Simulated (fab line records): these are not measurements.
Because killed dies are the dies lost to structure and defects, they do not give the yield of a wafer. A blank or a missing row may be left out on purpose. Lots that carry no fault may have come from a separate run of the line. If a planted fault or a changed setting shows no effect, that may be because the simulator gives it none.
Which tool did it? :: flow sky130 :: 13 lots with 39 wafers sampled at 5 steps, on a route of 708 steps

## WHAT THE GAUGES SHOWED, per wafer
SKY_SONOS_ONO_THK_MEAS_01. Usual: SONOS_ONO_OXIDATION_THK gives 2.58 nm (standard deviation 0.04).
lot: L922
measured: day 11 06:53
on: film metro-04
SONOS_ONO_OXIDATION_THK (nm): 2.65 2.67 2.59
flag: 

lot: L923
measured: day 11 23:07
on: film metro-02
SONOS_ONO_OXIDATION_THK (nm): 2.56 2.57 2.54
flag: 

lot: L925
measured: day 12 10:49
on: film metro-01
SONOS_ONO_OXIDATION_THK (nm): 2.58 2.61 2.55
flag: 

lot: L926
measured: day 12 19:14
on: film metro-02
SONOS_ONO_OXIDATION_THK (nm): 2.52 2.52 2.58
flag: 

lot: L929
measured: day 13 22:34
on: film metro-01
SONOS_ONO_OXIDATION_THK (nm): 2.59 2.63 2.55
flag: 

lot: L930
measured: day 14 04:02
on: film metro-01
SONOS_ONO_OXIDATION_THK (nm): 2.54 2.54 2.57
flag: 

lot: L931
measured: day 14 15:59
on: film metro-02
SONOS_ONO_OXIDATION_THK (nm): 2.59 2.56 2.55
flag: 

lot: L932
measured: day 14 20:59
on: film metro-01
SONOS_ONO_OXIDATION_THK (nm): 2.62 2.58 2.58
flag: 

lot: L933
measured: day 15 01:51
on: film metro-02
SONOS_ONO_OXIDATION_THK (nm): 2.54 2.60 2.51
flag: 

lot: L934
measured: day 15 10:44
on: film metro-02
SONOS_ONO_OXIDATION_THK (nm): 2.62 2.64 2.57
flag: 

lot: L939
measured: day 16 23:47
on: film metro-01
SONOS_ONO_OXIDATION_THK (nm): 2.56 2.52 2.58
flag: 

lot: L944
measured: day 18 16:44
on: film metro-04
SONOS_ONO_OXIDATION_THK (nm): 2.51 2.55 2.60
flag: 

lot: L945
measured: day 19 03:47
on: film metro-02
SONOS_ONO_OXIDATION_THK (nm): 2.57 2.59 2.60
flag: 

SKY_LDD_LDN_TW_MEAS_13. Usual: LDD_LDN_TW gives 1491 (standard deviation 9.4).
lot: L922
measured: day 22 06:27
on: film metro-02
LDD_LDN_TW: 1502 1502 1506
flag: 

lot: L923
measured: day 23 06:52
on: film metro-01
LDD_LDN_TW: 1489 1488 1486
flag: 

lot: L925
measured: day 23 16:20
on: film metro-02
LDD_LDN_TW: 1507 1493 1497
flag: 

lot: L926
measured: day 24 03:41
on: film metro-02
LDD_LDN_TW: 1475 1478 1487
flag: 

lot: L929
measured: day 25 17:42
on: film metro-04
LDD_LDN_TW: 1506 1506 1500
flag: 

lot: L930
measured: day 25 16:47
on: film metro-01
LDD_LDN_TW: 1480 1484 1485
flag: 

lot: L931
measured: day 26 06:21
on: film metro-02
LDD_LDN_TW: 1480 1473 1478
flag: 

lot: L932
measured: day 26 16:45
on: film metro-04
LDD_LDN_TW: 1506 1500 1510
flag: 

lot: L933
measured: day 26 20:23
on: film metro-04
LDD_LDN_TW: 1496 1498 1495
flag: 

lot: L934
measured: day 27 04:54
on: film metro-01
LDD_LDN_TW: 1492 1486 1494
flag: 

lot: L939
measured: day 28 23:43
on: film metro-01
LDD_LDN_TW: 1585 1589 1588
flag: OFF

lot: L944
measured: day 30 08:17
on: film metro-04
LDD_LDN_TW: 1606 1606 1605
flag: OFF

lot: L945
measured: day 31 20:27
on: film metro-02
LDD_LDN_TW: 1478 1481 1490
flag: 

SKY_LOCAL_INTERCONNECT_RS_MEAS_01: uses a four-point probe to measure. Usual: LOCAL_INTERCONNECT_TIN_RS gives 14.07 ohm/sq (standard deviation 0.16).
lot: L922
measured: day 28 17:25
on: film metro-03
LOCAL_INTERCONNECT_TIN_RS (ohm/sq): 14.32 14.12 14.37
flag: 

lot: L923
measured: day 29 14:54
on: film metro-01
LOCAL_INTERCONNECT_TIN_RS (ohm/sq): 13.72 13.77 13.85
flag: 

lot: L925
measured: day 29 23:59
on: film metro-01
LOCAL_INTERCONNECT_TIN_RS (ohm/sq): 14.08 14.14 14.11
flag: 

lot: L926
measured: day 30 10:14
on: film metro-01
LOCAL_INTERCONNECT_TIN_RS (ohm/sq): 14.04 14.13 14.20
flag: 

lot: L929
measured: day 31 22:02
on: film metro-01
LOCAL_INTERCONNECT_TIN_RS (ohm/sq): 13.90 13.96 13.93
flag: 

lot: L930
measured: day 31 18:56
on: film metro-01
LOCAL_INTERCONNECT_TIN_RS (ohm/sq): 14.33 14.07 14.23
flag: 

lot: L931
measured: day 32 11:10
on: film metro-03
LOCAL_INTERCONNECT_TIN_RS (ohm/sq): 13.88 13.91 14.21
flag: 

lot: L932
measured: day 32 19:29
on: film metro-03
LOCAL_INTERCONNECT_TIN_RS (ohm/sq): 14.11 14.04 14.16
flag: 

lot: L933
measured: day 32 22:38
on: film metro-01
LOCAL_INTERCONNECT_TIN_RS (ohm/sq): 14.21 14.18 14.31
flag: 

lot: L934
measured: day 33 06:20
on: film metro-01
LOCAL_INTERCONNECT_TIN_RS (ohm/sq): 14.05 14.08 14.23
flag: 

lot: L939
measured: day 34 19:40
on: film metro-04
LOCAL_INTERCONNECT_TIN_RS (ohm/sq): 13.85 13.93 13.81
flag: 

lot: L944
measured: day 36 07:40
on: film metro-01
LOCAL_INTERCONNECT_TIN_RS (ohm/sq): 14.29 14.03 14.21
flag: 

lot: L945
measured: day 37 13:14
on: film metro-01
LOCAL_INTERCONNECT_TIN_RS (ohm/sq): 13.96 13.79 13.98
flag: 

SKY_LOCAL_INTERCONNECT_CD_MEAS_11: the cd target is 170 nm. Usual: cd nm at 169.8 nm, with a standard deviation of 1.7.
lot: L922
measured: day 29 21:44
on: cd sem-02
cd nm (nm): 168.9 168.9 170.1
flag: 

lot: L923
measured: day 30 18:01
on: cd sem-01
cd nm (nm): 171.5 169.2 171.4
flag: 

lot: L925
measured: day 31 03:42
on: cd sem-02
cd nm (nm): 172.9 172.5 171.5
flag: 

lot: L926
measured: day 31 14:12
on: cd sem-02
cd nm (nm): 167.4 167.8 169.9
flag: 

lot: L929
measured: day 33 00:23
on: cd sem-02
cd nm (nm): 170.0 169.7 169.2
flag: 

lot: L930
measured: day 32 22:13
on: cd sem-01
cd nm (nm): 168.2 169.4 168.7
flag: 

lot: L931
measured: day 33 13:26
on: cd sem-02
cd nm (nm): 168.7 169.7 169.4
flag: 

lot: L932
measured: day 33 22:08
on: cd sem-02
cd nm (nm): 169.6 169.6 169.2
flag: 

lot: L933
measured: day 34 00:58
on: cd sem-02
cd nm (nm): 171.2 169.3 169.9
flag: 

lot: L934
measured: day 34 09:08
on: cd sem-02
cd nm (nm): 171.8 170.5 170.5
flag: 

lot: L939
measured: day 35 22:19
on: cd sem-01
cd nm (nm): 165.1 166.7 165.9
flag: 

lot: L944
measured: day 37 09:25
on: cd sem-02
cd nm (nm): 172.6 172.5 172.4
flag: 

lot: L945
measured: day 38 14:05
on: cd sem-02
cd nm (nm): 171.8 172.1 170.5
flag: 

## TOOL THAT RAN EACH LOT (tool first, then ch and the chambers of the sampled wafers, then the start)
lot: L922
SKY_LDD_LDN_IMPLANT_10: implanter-03 ch 0, day 22 06:04

lot: L923
SKY_LDD_LDN_IMPLANT_10: implanter-03 ch 0, day 23 06:28

lot: L925
SKY_LDD_LDN_IMPLANT_10: implanter-01 ch 0, day 23 15:56

lot: L926
SKY_LDD_LDN_IMPLANT_10: implanter-04 ch 0, day 24 03:17

lot: L929
SKY_LDD_LDN_IMPLANT_10: implanter-01 ch 0, day 25 17:19

lot: L930
SKY_LDD_LDN_IMPLANT_10: implanter-04 ch 0, day 25 16:23

lot: L931
SKY_LDD_LDN_IMPLANT_10: implanter-01 ch 0, day 26 05:58

lot: L932
SKY_LDD_LDN_IMPLANT_10: implanter-03 ch 0, day 26 16:22

lot: L933
SKY_LDD_LDN_IMPLANT_10: implanter-03 ch 0, day 26 19:59

lot: L934
SKY_LDD_LDN_IMPLANT_10: implanter-03 ch 0, day 27 04:31

lot: L939
SKY_LDD_LDN_IMPLANT_10: implanter-04 ch 0, day 28 22:59

lot: L944
SKY_LDD_LDN_IMPLANT_10: implanter-01 ch 0, day 30 07:34

lot: L945
SKY_LDD_LDN_IMPLANT_10: implanter-03 ch 0, day 31 20:04
- SKY_LDD_LDN_IMPLANT_10

## AS READ BY THE TOOLS THEMSELVES (means over the sampled wafers that have a number; for cases with no such wafer, the mark the record gives instead)
SKY_LDD_LDN_IMPLANT_10. Usual: rotation deg 203.00 degrees, standard deviation 0.041.
lot: L922
tool: implanter-03
rotation deg (degrees): 202.99
flag: 

lot: L923
tool: implanter-03
rotation deg (degrees): 202.97
flag: 

lot: L925
tool: implanter-01
rotation deg (degrees): 203.04
flag: 

lot: L926
tool: implanter-04
rotation deg (degrees): 203.05
flag: 

lot: L929
tool: implanter-01
rotation deg (degrees): 202.99
flag: 

lot: L930
tool: implanter-04
rotation deg (degrees): 203.03
flag: 

lot: L931
tool: implanter-01
rotation deg (degrees): 202.98
flag: 

lot: L932
tool: implanter-03
rotation deg (degrees): 202.97
flag: 

lot: L933
tool: implanter-03
rotation deg (degrees): 203.00
flag: 

lot: L934
tool: implanter-03
rotation deg (degrees): 202.98
flag: 

lot: L939
tool: implanter-04
rotation deg (degrees): 203.01
flag: 

lot: L944
tool: implanter-01
rotation deg (degrees): 202.99
flag: 

lot: L945
tool: implanter-03
rotation deg (degrees): 203.00
flag: 

## THE ANSWER, worked out from the rows above alone
Rule: lot off if the mean of its wafers having a number is beyond 3 standard deviations from the usual mean. A lot without any number at a reading at which 4 lots or more have one is off too. The other lots that the step has rows for count as sound. Order of review: gauges by route order, followed by the tools' own readings, for which a lot's mean as printed above is used. The first step at which some lot is off is used, and at that step the reading that is off furthest; a lot without a number counts as furthest.
Off: L939, L944, at SKY_LDD_LDN_TW_MEAS_13 (LDD_LDN_TW).
If a tool, at a process step before that reading, ran all the lots that are off and no sound lot after the first of them, it fits. Those tools and the gauges at SKY_LDD_LDN_TW_MEAS_13 are tried in the same way. None of those tried fits.

## WHAT HAD BEEN PUT IN BY THE SIMULATOR
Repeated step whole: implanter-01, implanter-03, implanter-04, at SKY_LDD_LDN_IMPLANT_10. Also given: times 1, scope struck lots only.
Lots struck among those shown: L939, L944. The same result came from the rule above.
